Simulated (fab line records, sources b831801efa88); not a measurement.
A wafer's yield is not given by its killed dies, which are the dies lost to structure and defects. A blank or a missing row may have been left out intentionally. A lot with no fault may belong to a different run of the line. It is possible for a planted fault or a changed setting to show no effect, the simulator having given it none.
Which of the tools did it?	flow gf180mcu	6 lots with 18 wafers sampled at 3 steps, on a route of 602 steps

## WHAT THE GAUGES SHOWED, per wafer
GF_SALICIDE_RS_MEAS_04: measures by four-point-probe.
lot	measured	on	SALICIDE_TIN_RS (ohm/sq)
L269	day 15 11:28	film_metro-03	15.98 15.92 16.01
L272	day 16 09:54	film_metro-03	16.36 16.48 16.47
L277	day 17 22:01	film_metro-03	16.41 16.44 16.09
L283	day 20 09:14	film_metro-02	18.54 16.51 16.69 18.55 16.52 16.68
L289	day 22 04:32	film_metro-03	16.16 15.90 16.46
L291	day 22 22:32	film_metro-03	16.06 15.96 15.85

## EACH LOT AND THE TOOL THAT RAN IT (in order: tool; ch and the chambers of the sampled wafers; start)
lot	GF_SAB_ETCH_11	GF_SALICIDE_SPUTTER_02
L269	rie_diel-04 ch 2,3, day 15 11:03	pvd_sputter-02, day 15 11:23
L272	rie_diel-01 ch 1,2,3, day 16 09:20	pvd_sputter-04, day 16 09:51
L277	rie_diel-04 ch 0,3, day 17 21:37	pvd_sputter-04, day 17 21:57
L283	rie_diel-03 ch 0,3, day 20 08:40	pvd_sputter-04, day 20 09:10
L289	rie_diel-01 ch 0,1,3, day 22 04:05	pvd_sputter-02, day 22 04:28
L291	rie_diel-04 ch 1,2,3, day 22 22:05	pvd_sputter-01, day 22 22:27
- GF_SAB_ETCH_11: etches SiO2 in C4F8/O2/Ar, target depth 55 nm, time 8.5 s.
- GF_SALICIDE_SPUTTER_02: material Co, target thk 10 nm, time 20 s.

## THE ANSWER, worked out from the rows above alone
Rule: the lots themselves supply what counts as usual. Put in order of their means at a reading, lots are off if they are a third of the lots or fewer, leave a main group of 4 or more, and stand apart from it by a gap of 3 or more times the standard deviation of the main group's means; of several such gaps the widest counts. A main group is skipped when, at the precision printed for the reading in the tables above, its means are all equal. Also off: a lot with no number at a reading for which 4 or more lots have one. Where the step has rows for the other lots, those lots are counted as sound.
Off: L283, seen at GF_SALICIDE_RS_MEAS_04 (SALICIDE_TIN_RS). For the main group the mean is 16.17 ohm/sq and the standard deviation 0.19.
A tool fits if, at a process step before that reading, it ran every lot that is off, and no sound lot after the first of them. The gauges at GF_SALICIDE_RS_MEAS_04 are tried like those tools. Can't be told from this: 3 tools fit, rie_diel-03 at GF_SAB_ETCH_11, pvd_sputter-04 at GF_SALICIDE_SPUTTER_02, film_metro-02 at GF_SALICIDE_RS_MEAS_04.

## WHAT THE SIMULATOR HAD PUT IN
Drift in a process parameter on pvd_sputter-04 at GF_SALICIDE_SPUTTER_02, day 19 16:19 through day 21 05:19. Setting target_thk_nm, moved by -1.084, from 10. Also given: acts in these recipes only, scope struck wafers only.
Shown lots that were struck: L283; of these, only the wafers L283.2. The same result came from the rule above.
